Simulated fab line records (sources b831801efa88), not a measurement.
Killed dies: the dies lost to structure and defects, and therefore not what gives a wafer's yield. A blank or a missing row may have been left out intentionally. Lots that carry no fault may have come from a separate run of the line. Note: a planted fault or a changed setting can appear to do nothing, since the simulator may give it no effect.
A struck lot beside a sound one / flow gf180mcu / 18 out of 602 route steps
Sound: these wafers, L508.4, L508.5, L508.6. Struck: wafers L516.1, L516.5. (L516.3 of the same lot was not struck and is left out.) The cause comes at the end.
Per side, at each step with rows, come the tool, then ch with its chambers, and then its first start. Under that, the readings that differ: sound wafers / struck wafers / difference of the means / sigmas: that difference in standard deviations of wafers without a fault.
alike: readings with means less than 2 such deviations apart, plus words and numbers identical on both sides. not compared: withheld readings, readings lacking a value on some wafer, bounds such as >300 that could conceal the same value, and numbers that have no deviation in the record and whose values overlap.
Wherever a step has rows on one side only, a row that says differs or no value, or a row with sigmas, the two part there. Numbers that have no deviation but don't overlap get no sigmas and don't part them. Lack of a reading on every wafer of one side parts them only where that side has two or more wafers.

first, 3 steps without rows for these wafers: GF_V4_EXPOSE_11 (exposes mask Via4, target cd 260 nm); GF_V4_PEB_12 (peb time 90 s); GF_V4_DEVELOP_13 (develop time 60 s).
GF_V4_CD_MEAS_14 targets a cd of 260 nm.
  sound: cd-sem-01 at day 28 03:22; struck: cd-sem-02 at day 29 17:50
  alike: cd-nm
GF_V4_OVL_MEAS_15:
  sound: overlay-01 at day 28 03:26; struck: overlay-01 at day 29 17:57
  alike: V4_OVL
then, 1 step without rows for these wafers: GF_V4_ETCH_16 (etches BARC in N2/H2).
GF_V4_ETCH_17: etches SiO2 in C4F8/O2/Ar, stops on TiN, target depth 630 nm.
  sound: rie-diel-02 ch 1,2,3; struck: rie-diel-03 ch 2
  alike: chamber-pressure-mTorr, oes-product-au
GF_V4_STRIP_18: strips in O2/N2.
  sound on plasma-asher-01 ch 0,1, day 28 03:37; struck on plasma-asher-03 ch 1, day 29 18:07
  alike: chamber-pressure-mTorr, drypump-motor-current-A, heater-power-w, oes-product-au
  not compared: rf-hours-counter-h
then, 2 steps without rows for these wafers: GF_V4_STRIP_19 (strips in post etch residue remover, time 1200 s); GF_V4_CLEAN_20 (cleans in DIW).
GF_V4_SPUTTER_21: material Ti, target thk 15 nm, time 80.02 s.
  sound: pvd-sputter-04 at day 28 04:07; struck: pvd-sputter-04 at day 29 18:39
  alike: throttle-valve-pct
GF_V4_SPUTTER_22: material TiN, target thk 10 nm, time 40 s.
  sound: pvd-sputter-04 at day 28 04:11; struck: pvd-sputter-04 at day 29 18:43
  alike: throttle-valve-pct
GF_V4_CVD_23: deposits W, target thk 350 nm, time 104.9 s.
  sound on cvd-w-01 ch 0,1, day 28 04:15; struck on cvd-w-02 ch 0,1, day 29 18:45
reading=model.W_of_V4_CVD_23.thk-nm (nm); sound=347.1 348.6 344.7; struck=274.2 269.7; difference=-74.9; sigmas=
  alike: heater-power-outer-w, heater-power-w
GF_V4_RS_MEAS_24: measurement is done with a four-point probe.
  sound: film-metro-02 at day 28 04:23; struck: film-metro-04 at day 29 19:09
reading=V4_W_RS (ohm/sq); sound=0.330 0.329 0.332; struck=0.420 0.426; difference=+0.093; sigmas=+28
  not compared: hold
GF_V4_THK_MEAS_25: measures by xrf.
  sound: film-metro-02 at day 28 04:29; struck: film-metro-04 at day 29 23:14
reading=V4_W_THK (nm); sound=350 352 348; struck=278 272; difference=-75; sigmas=-18
  not compared: hold
GF_V4_CMP_26: polishes, stops on SiO2, t overpolish 15 s, target thk 0 nm.
  sound on cmp-01 ch 0,1, day 28 04:31; struck on cmp-01 ch 3, day 30 03:41
reading=hold; sound=- - -; struck=await-dispo/4.4h/release await-dispo/4.4h/release; difference=no value on the sound wafers; sigmas=
reading=head-pressure-psi (psi); sound=3.506 3.499 3.503; struck=3.489 3.485; difference=-0.016; sigmas=-2
reading=motor-current-A (A); sound=10.5 9.3 10.3; struck=11.7 11.8; difference=+1.7; sigmas=+2
reading=time-to-endpoint-s (s); sound=77 85 79; struck=71 71; difference=-9; sigmas=-2
GF_MIM_SPUTTER_00: material Ti, target thk 37.5 nm, time 150 s.
  sound: pvd-sputter-02 at day 28 04:49; struck: pvd-sputter-04 at day 30 06:49
  alike: throttle-valve-pct
-- the record jumps here: 3 days lie between the struck wafers' starts before and after (it left off in module MIM and takes up again in module PASSIVATION, whose first step shown is number 602 of the route) --
GF_PASSIVATION_PROBE_99:
  rows exist in the record for the struck wafers here (prober-01, day 33 18:38), but not for the sound ones

## WHERE THEY PART
At GF_V4_RS_MEAS_24 first; at GF_PASSIVATION_PROBE_99 last (within this record only).

WHY: the cause the simulator had injected
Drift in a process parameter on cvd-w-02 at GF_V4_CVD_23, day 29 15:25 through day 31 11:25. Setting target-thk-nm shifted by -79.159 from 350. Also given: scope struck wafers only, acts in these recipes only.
